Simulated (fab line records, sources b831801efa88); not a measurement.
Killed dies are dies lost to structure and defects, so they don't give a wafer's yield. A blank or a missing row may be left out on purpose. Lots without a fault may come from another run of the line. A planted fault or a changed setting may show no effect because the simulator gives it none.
Which tool did it? | flow gf180mcu | 13 lots, 39 wafers sampled, at 1 step of a route of 602

WHAT THE GAUGES READ, wafer by wafer
GF_M3_RS_MEAS_05: measures by four-point-probe. Usual: M3_ALCU_RS 0.0693 ohm/sq, standard deviation 0.00067.
lot  | measured     | on            | M3_ALCU_RS (ohm/sq)  | flag
L136 | day 20 12:44 | film_metro-01 | 0.0687 0.0694 0.0689 |
L137 | day 20 13:47 | film_metro-03 | 0.0688 0.0682 0.0680 |
L138 | day 21 07:34 | film_metro-01 | 0.0701 0.0702 0.0698 |
L139 | day 21 13:13 | film_metro-01 | 0.0695 0.0697 0.0697 |
L141 | day 22 06:38 | film_metro-03 | 0.0700 0.0700 0.0696 |
L142 | day 22 17:27 | film_metro-03 | 0.0690 0.0690 0.0690 |
L145 | day 23 21:46 | film_metro-01 | 0.0690 0.0691 0.0695 |
L147 | day 24 12:40 | film_metro-03 | 0.0697 0.0688 0.0693 |
L149 | day 25 06:23 | film_metro-03 | 0.0701 0.0699 0.0707 |
L151 | day 25 19:31 | film_metro-04 | 0.0692 0.0695 0.0700 |
L156 | day 27 09:20 | film_metro-04 | 0.0704 0.0704 0.0692 |
L158 | day 27 17:47 | film_metro-04 | 0.0697 0.0686 0.0696 |
L159 | day 28 05:14 | film_metro-04 | 0.0696 0.0699 0.0692 |

WHICH TOOL RAN EACH LOT (tool, then ch and the chambers of the sampled wafers, then the start)
The record holds no process step before these readings.

WHAT THE TOOLS THEMSELVES READ (means of the sampled wafers that have a number; where no wafer has one, the mark that the record gives instead)
The record holds no such reading with a usual standard deviation.

THE ANSWER, worked out from the rows above alone
Rule: a lot is off if the mean of its wafers that have a number lies more than 3 standard deviations from the usual mean. A lot without any number at a reading at which 4 lots or more have one is off too. The other lots that the step has rows for count as sound. The gauges are gone through in route order, then the tools' own readings, and for those a lot's mean is taken as printed above. The first step at which some lot is off is used, and at that step the reading that is off furthest; a lot without a number counts as furthest.
No lot is off at any reading shown: from this, nothing can be told.

WHAT THE SIMULATOR HAD PUT IN
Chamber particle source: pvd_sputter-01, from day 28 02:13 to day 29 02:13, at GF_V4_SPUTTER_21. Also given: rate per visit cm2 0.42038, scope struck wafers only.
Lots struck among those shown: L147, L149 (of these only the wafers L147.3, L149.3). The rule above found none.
